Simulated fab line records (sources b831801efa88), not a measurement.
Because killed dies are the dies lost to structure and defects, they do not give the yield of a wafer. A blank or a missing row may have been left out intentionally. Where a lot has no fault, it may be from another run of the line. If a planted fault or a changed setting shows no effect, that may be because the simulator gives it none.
A lot that was struck, set against a sound lot | flow sky130 | 15 steps out of a route of 708
Sound: these wafers, L381.1, L381.3, L381.6. Wafers L389.2, L389.4, L389.6 were the ones struck. At the end, the cause is stated.
Order at every step that has rows: each side's tool, ch and its chambers, its first start. Under that, the readings that differ: sound wafers | struck wafers | difference of the means | sigmas: that difference in standard deviations of wafers without a fault.
alike: same words and numbers on both sides, and readings whose means sit less than 2 such deviations apart. not compared: any withheld reading, any reading some wafer has no value for, any bound like >300 that may hide the same value, and any number with overlapping values for which the record gives no deviation.
Wherever a step has rows on one side only, a row that says differs or no value, or a row with sigmas, the two part there. Numbers that don't overlap but have no deviation are shown without sigmas and don't part them. A reading that every wafer of one side lacks parts them only if that side has two wafers or more.

SKY_METAL2_THK_MEAS_06: measures by xrf.
  sound: film-metro-02 at day 37 01:50; struck: film-metro-04 at day 39 06:28
  alike: METAL2_ALCU_THK
then, 8 steps without rows for these wafers: SKY_METAL2_DEHYDRATE_07 (time 60 s); SKY_METAL2_HMDS_08 (prime time 60 s); SKY_METAL2_COAT_09 (resist thk 60 nm); SKY_METAL2_COAT_10 (resist thk 450 nm); SKY_METAL2_SOFTBAKE_11 (time 90 s); SKY_METAL2_EXPOSE_12 (exposes mask MM2, target cd 140 nm); SKY_METAL2_PEB_13; SKY_METAL2_DEVELOP_14 (develop time 60 s).
SKY_METAL2_CD_MEAS_15: target cd 140 nm.
  sound: cd-sem-02 at day 38 04:26; struck: cd-sem-01 at day 40 07:39
  reading    | sound             | struck            | difference | sigmas
  cd-nm (nm) | 139.6 138.8 139.1 | 143.5 142.8 142.5 | +3.8       | +2
SKY_METAL2_OVL_MEAS_16:
  sound: overlay-01 at day 38 04:33; struck: overlay-01 at day 40 07:46
  alike: METAL2_OVL
SKY_METAL2_DESCUM_17: chemistry O2, time 8 s.
  sound on rie-metal-02 ch 0,1, day 38 04:35; struck on rie-metal-02 ch 0, day 40 07:47
  alike: chamber-pressure-mTorr, drypump-motor-current-A, oes-product-au, rf-fwd-power-W, temp-c
  not compared: rf-hours-counter-h
SKY_METAL2_ETCH_18: etches BARC in N2/H2, stops on SiO2, time 45.9 s, target depth 60 nm.
  sound on rie-metal-02 ch 0,1, day 38 04:37; struck on rie-metal-02 ch 0, day 40 07:49
  no value came back on the struck wafers for bias-w (W), rf-fwd-power-W (W); on the sound wafers bias-w (W) reads 99.7 100.2 99.5
  reading                                       | sound             | struck            | difference | sigmas
  oes-product-au (a.u.)                         | 0.869 0.848 0.860 | 0.982 0.983 0.980 | +0.123     | +24
  run-length-s (s)                              | 74.4 74.6 74.6    | 68.2 68.5 68.1    | -6.3       | -11
  model.KrF-thick_of_METAL2_COAT_10.thk-nm (nm) | 392.4 391.6 391.5 | 398.8 397.8 399   | +6.7       |
  alike: chamber-pressure-mTorr, drypump-motor-current-A, throttle-valve-pct
  not compared: rf-hours-counter-h
SKY_METAL2_METAL_ETCH_19: etches the open film in Cl2/BCl3, stops on SiO2, target depth 360 nm, time 78 s.
  sound on rie-metal-02 ch 0,1, day 38 04:41; struck on rie-metal-02 ch 0, day 40 07:53
  alike: bias-w, chamber-pressure-mTorr, drypump-motor-current-A, mfc-cl2-sccm, oes-product-au, rf-fwd-power-W, run-length-s, throttle-valve-pct
  not compared: rf-hours-counter-h
-- the record jumps here: 10 days lie between the struck wafers' starts before and after (it left off in module METAL2 and takes up again in module PAD_OPEN, whose first step shown is number 708 of the route) --
SKY_PAD_OPEN_PROBE_99:
  sound: prober-02 at day 48 12:30; struck: prober-01 at day 50 02:17
  alike: defect-limited-yield, killed_at_M0_to_M3, killed_at_M4_up, killed-at-contacts, killed-at-front-end, killed-at-other, killed-dies, killed-open, killed-short, sort_bin_3_pad_short, sort_bin_5_function, sort_bin_6_memory, sort-n-pass, sort-yield-pct

WHERE THEY PART
At SKY_METAL2_CD_MEAS_15 first; at SKY_METAL2_ETCH_18 last (within this record only). Later steps at which nothing parts them and some readings are alike: SKY_METAL2_METAL_ETCH_19, SKY_PAD_OPEN_PROBE_99.

WHY: whatever the simulator had introduced
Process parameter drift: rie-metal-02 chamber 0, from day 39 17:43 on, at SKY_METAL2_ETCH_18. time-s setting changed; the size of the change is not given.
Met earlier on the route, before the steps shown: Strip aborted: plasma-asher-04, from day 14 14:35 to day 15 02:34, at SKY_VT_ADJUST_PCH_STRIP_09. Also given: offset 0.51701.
